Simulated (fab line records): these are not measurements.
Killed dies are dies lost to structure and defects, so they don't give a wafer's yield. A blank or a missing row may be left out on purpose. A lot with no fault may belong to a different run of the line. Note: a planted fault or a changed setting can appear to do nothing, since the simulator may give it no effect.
Comparing a struck lot with a sound one | flow sky130 | 36 steps out of a route of 708
Sound: these wafers, L652.4, L652.5, L652.6. Wafers struck: L641.1, L641.2, L641.5. The cause comes at the end.
Each step with rows lists, per side, the tool, then ch with its chambers, then its first start. Under that, the readings that differ: sound wafers | struck wafers | difference of the means | sigmas: that difference in standard deviations of wafers without a fault.
alike: same words and numbers on both sides, and readings whose means sit less than 2 such deviations apart. not compared: any withheld reading, any reading some wafer has no value for, any bound like >300 that may hide the same value, and any number with overlapping values for which the record gives no deviation.
A row with sigmas, a row that says differs or no value, or rows on one side alone: a step with any of these is where the two part. Numbers that don't overlap but have no deviation are shown without sigmas and don't part them. A reading that every wafer of one side lacks parts them only if that side has two wafers or more.

first, 10 steps without rows for these wafers: SKY_GATE_OXIDE_COAT_05 (resist thk 1140 nm); SKY_GATE_OXIDE_SOFTBAKE_06 (time 60 s); SKY_GATE_OXIDE_EXPOSE_07 (exposes mask LVOM, target cd 600 nm); SKY_GATE_OXIDE_PEB_08; SKY_GATE_OXIDE_DEVELOP_09 (develop time 62.48 s); SKY_GATE_OXIDE_IMPLANT_11; SKY_GATE_OXIDE_WET_ETCH_12 (etches SiO2 in dHF, target depth 16.8 nm, time 336 s); SKY_GATE_OXIDE_STRIP_13 (strips in O2/N2); SKY_GATE_OXIDE_CLEAN_15 (cleans in SC1/SC2, time 150 s); SKY_GATE_OXIDE_OXIDATION_16 (stabilise 600 s, purge 300 s, target thk 3.57 nm).
SKY_POLY_GATE_CVD_00: deposits poly-Si, target thk 180 nm, time 720 s.
  sound on lpcvd-01 ch 1, day 22 01:39; struck on lpcvd-01 ch 0, day 18 12:04
  reading                                       | sound                | struck               | difference | sigmas
  spike tc bottom C (C)                         | 641 642 641          | 625 626 626          | -16        | -4
  spike tc centre C (C)                         | 620.4 622.8 619.7    | 610.7 611.5 610.6    | -10.0      | -8
  spike tc lower C (C)                          | 619.6 619.4 618.4    | 611.9 611.7 611.9    | -7.3       | -5
  spike tc upper C (C)                          | 619.3 617.9 618.5    | 608.9 610.4 607.8    | -9.5       | -9
  susceptor temp C (C)                          | 619.93 619.45 619.54 | 611.38 611.06 611.03 | -8.48      | -29
  zone power upper pct (%)                      | 9.99 10.01 9.77      | 9.28 9.59 9.41       | -0.50      | -4
  model.poly-Si_of_POLY_GATE_CVD_00.thk nm (nm) | 181.3 180.9 180.7    | 144.8 143.8 144.8    | -36.5      |
SKY_POLY_GATE_THK_MEAS_01:
  struck on film metro-01, day 18 13:16; sound on film metro-03, day 22 02:53
  reading                   | sound             | struck            | difference | sigmas
  POLY_GATE_CVD_00_THK (nm) | 181.3 181.0 180.7 | 144.8 143.8 144.7 | -36.6      | -23
then, 9 steps without rows for these wafers: SKY_RES_PROTECT_DEHYDRATE_00 (time 60 s); SKY_RES_PROTECT_HMDS_01 (prime time 60 s); SKY_RES_PROTECT_COAT_02 (resist thk 1140 nm); SKY_RES_PROTECT_SOFTBAKE_03 (time 60 s); SKY_RES_PROTECT_EXPOSE_04 (exposes mask RPM, target cd 1270 nm); SKY_RES_PROTECT_PEB_05; SKY_RES_PROTECT_DEVELOP_06 (develop time 60 s); SKY_POLY_GATE_IMPLANT_02; SKY_RES_PROTECT_STRIP_07 (strips in O2/N2).
SKY_RES_PROTECT_CLEAN_09: cleans in SC1/SC2, time 150 s.
  sound on wet bench-02 ch 3, day 23 09:30; struck on wet bench-04 ch 0, day 19 20:06
  reading                                       | sound             | struck            | difference | sigmas
  model.poly-Si_of_POLY_GATE_CVD_00.thk nm (nm) | 180.7 180.2 180.1 | 144.1 143.1 144.2 | -36.5      |
then, 11 steps without rows for these wafers: SKY_POLY_GATE_CVD_03 (deposits Si3N4 from DCS/NH3, target thk 75 nm, time 1290 s); SKY_POLY_GATE_DEHYDRATE_05 (time 60 s); SKY_POLY_GATE_HMDS_06 (prime time 60 s); SKY_POLY_GATE_COAT_07 (resist thk 110 nm); SKY_POLY_GATE_COAT_08 (resist thk 450 nm); SKY_POLY_GATE_SOFTBAKE_09 (time 90 s); SKY_POLY_GATE_EXPOSE_10 (exposes mask P1M, target cd 150 nm); SKY_POLY_GATE_PEB_11; SKY_POLY_GATE_DEVELOP_12 (develop time 60 s); SKY_POLY_GATE_ETCH_15 (etches BARC in N2/H2, stops on SiO2, time 118.5 s, target depth 110 nm); SKY_POLY_GATE_ETCH_16 (etches Si3N4 in CH3F/O2, stops on poly-Si, time 147.5 s, target depth 75 nm).
SKY_POLY_GATE_ETCH_17: etches poly-Si in HBr/Cl2, stops on SiO2, target depth 180 nm, time 70.5 s.
  sound on rie si-01 ch 0,3, day 24 16:56; struck on rie si-02 ch 0,2,3, day 21 04:23
  reading                               | sound             | struck            | difference | sigmas
  oes product au (a.u.)                 | 0.983 0.988 0.977 | 0.836 0.843 0.847 | -0.141     | -19
  model.etch.depth nm (nm)              | 180.7 180.2 180.1 | 144.1 143.1 144.2 | -36.5      |
  model.POLY_GATE.feature depth nm (nm) | 180.7 180.3 180.2 | 144.2 143.2 144.2 | -36.5      |
  alike: drypump motor current A, mfc cl2 sccm, throttle valve pct
  not compared: rf hours counter h
then, 1 step without rows for these wafers: SKY_POLY_GATE_STRIP_18 (strips in O2/N2).
-- record jumps: 28 days separate the struck wafers' starts on either side; left off in module POLY_GATE, taken up again in module PAD_OPEN, whose first shown step is the route's number 708 --
SKY_PAD_OPEN_PROBE_99:
  struck on prober-01, day 49 01:13; sound on prober-02, day 51 00:34
  reading                             | sound             | struck            | difference | sigmas
  model.etest.res high po.line ohm um | 751.2 769.3 756.9 | 917.7 930.5 911   | +160.6     |
  model.etest.res poly.line ohm um    | 509.4 531.4 523.9 | 644.9 653.5 621.3 | +118.3     |
  model.etest.res high po.rs ohm sq   | 260.9 268.5 266   | 320.4 320.7 317.9 | +54.5      |
  model.etest.res poly.rs ohm sq      | 47.84 49.27 48.82 | 59.68 59.88 59.33 | +10.99     |
  model.etest.cap li to poly.c af um2 | 98.78 97.12 97.39 | 89.4 89.8 89.94   | -8.0       |
  alike: killed_at_M0_to_M3, killed_at_M4_up, killed at contacts, killed at front end, killed at other, killed dies, killed on rim, killed open, killed short

== WHERE THEY PART ==
At SKY_POLY_GATE_CVD_00 first; at SKY_POLY_GATE_ETCH_17 last (within this record only). Later steps at which nothing parts them and some readings are alike: SKY_PAD_OPEN_PROBE_99.

WHY: whatever the simulator had introduced
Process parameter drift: lpcvd-01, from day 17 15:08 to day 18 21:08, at SKY_POLY_GATE_CVD_00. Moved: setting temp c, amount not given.
